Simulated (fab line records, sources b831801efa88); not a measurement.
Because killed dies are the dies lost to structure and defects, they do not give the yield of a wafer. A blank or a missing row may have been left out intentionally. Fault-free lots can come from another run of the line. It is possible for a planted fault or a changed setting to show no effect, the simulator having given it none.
A struck lot beside a sound one | flow gf180mcu | 17 out of 602 route steps
Sound: these wafers, L218.1, L218.3, L218.5. Wafers L225.2, L225.3, L225.4 were the ones struck. The cause comes at the end.
Order at every step that has rows: each side's tool, ch and its chambers, its first start. Under that, the readings that differ: sound wafers | struck wafers | difference of the means | sigmas: that difference in standard deviations of wafers without a fault.
alike: readings whose means differ by less than 2 such deviations, and words and numbers that are the same on both sides. not compared: withheld readings, readings that some wafer has no value for, bounds like >300 that may hide the same value, and numbers for which the record gives no deviation and whose values overlap.
The two part at a step that has a row with sigmas, a row that says differs or no value, or rows on one side only. When numbers do not overlap yet have no deviation, they are printed without sigmas and do not part them. A reading that every wafer of one side lacks parts them only if that side has two wafers or more.

first, 1 step without rows for these wafers: GF_STI_OXIDATION_01 (stabilise 600 s, purge 300 s, target thk 10 nm).
GF_STI_THK_MEAS_02:
  sound: film metro-02 at day 3 03:31; struck: film metro-03 at day 4 14:31
  alike: STI_OXIDATION_THK
then, 1 step without rows for these wafers: GF_STI_CVD_03 (deposits Si3N4 from DCS/NH3, target thk 207.16 nm, time 3551 s).
GF_STI_THK_MEAS_04:
  sound: film metro-04 at day 3 05:34; struck: film metro-03 at day 4 16:34
  alike: STI_CVD_03_THK
then, 7 steps without rows for these wafers: GF_STI_DEHYDRATE_05 (time 60 s); GF_STI_HMDS_06 (prime time 60 s); GF_STI_COAT_07 (resist thk 700 nm); GF_STI_SOFTBAKE_08 (time 60 s); GF_STI_EXPOSE_09 (exposes mask COMP, target cd 220 nm); GF_STI_PEB_10 (peb time 90 s); GF_STI_DEVELOP_11 (develop time 60 s).
GF_STI_CD_MEAS_12: target cd 220 nm.
  sound: cd sem-02 at day 3 18:56; struck: cd sem-01 at day 5 06:33
  alike: cd nm
GF_STI_ETCH_13: etches the open film in CHF3/O2, stops on Si, target depth 282.31 nm, time 112.9 s.
  sound on rie diel-02 ch 1,3, day 3 19:03; struck on rie diel-02 ch 0,2, day 5 06:39
  reading                              | sound             | struck            | difference                    | sigmas
  oes product au (a.u.)                | 0.834 0.839 0.834 | 1.001 0.989 0.988 | +0.157                        | +25
  rf fwd power W (W)                   | 597.1 597.2 596.8 | - - -             | no value on the struck wafers |
  run length s (s)                     | 141.6 141.2 141.4 | 60.8 60.7 60.9    | -80.6                         | -99 or more
  throttle valve pct (%)               | 8.808 8.791 8.798 | 8.848 8.861 8.879 | +0.064                        | +7
  model.KrF_of_STI_COAT_07.thk nm (nm) | 438.4 433.1 440.9 | 616.1 619.5 618.3 | +180.5                        |
  model.etch.depth nm (nm)             | 206.9 206.3 208.5 | 81.13 78.41 80.88 | -127.09                       |
  model.STI.cd nm (nm)                 | 219.6 219.6 219.5 | 221.2 222.3 222.2 | +2.3                          |
  alike: O2_flow_sccm, drypump motor current A
  not compared: rf hours counter h
GF_STI_ETCH_14: etches Si in HBr/Cl2/O2, target depth 360 nm, time 102.9 s.
  sound on rie si-02 ch 0,1,2, day 3 19:08; struck on rie si-02 ch 0,2,3, day 5 06:46
  reading                              | sound                | struck               | difference | sigmas
  oes product au (a.u.)                | 1.016 1.011 1.004    | 0.349 0.346 0.348    | -0.663     | -68
  throttle valve pct (%)               | 25.642 25.639 25.651 | 26.106 26.094 26.092 | +0.453     | +45
  model.KrF_of_STI_COAT_07.thk nm (nm) | 315 310.5 319.6      | 495.8 497.5 500      | +182.7     |
  alike: O2_flow_sccm, drypump motor current A, rf fwd power W, run length s
  not compared: rf hours counter h
GF_STI_STRIP_15: strips in O2/N2.
  sound on plasma asher-03 ch 1, day 3 19:13; struck on plasma asher-03 ch 0,1, day 5 06:50
  reading                      | sound             | struck            | difference | sigmas
  oes product au (a.u.)        | 0.381 0.384 0.373 | 0.462 0.459 0.463 | +0.082     | +19
  strip time to endpoint s (s) | 3.67 3.62 3.71    | 5.56 5.55 5.59    | +1.90      | +37
  alike: drypump motor current A, heater power w
  not compared: rf hours counter h
then, 1 step without rows for these wafers: GF_STI_CLEAN_16 (cleans in dHF, time 25 s).
-- the record jumps here: 28 days lie between the struck wafers' starts before and after (it left off in module STI and takes up again in module PASSIVATION, whose first step shown is number 602 of the route) --
GF_PASSIVATION_PROBE_99:
  rows exist in the record for the struck wafers here (prober-02, day 33 09:34), but not for the sound ones

## WHERE THEY PART
At GF_STI_ETCH_13 first; at GF_PASSIVATION_PROBE_99 last (within this record only).

WHY: the cause the simulator had injected
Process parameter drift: rie diel-02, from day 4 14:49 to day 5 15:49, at GF_STI_ETCH_13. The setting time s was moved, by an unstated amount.
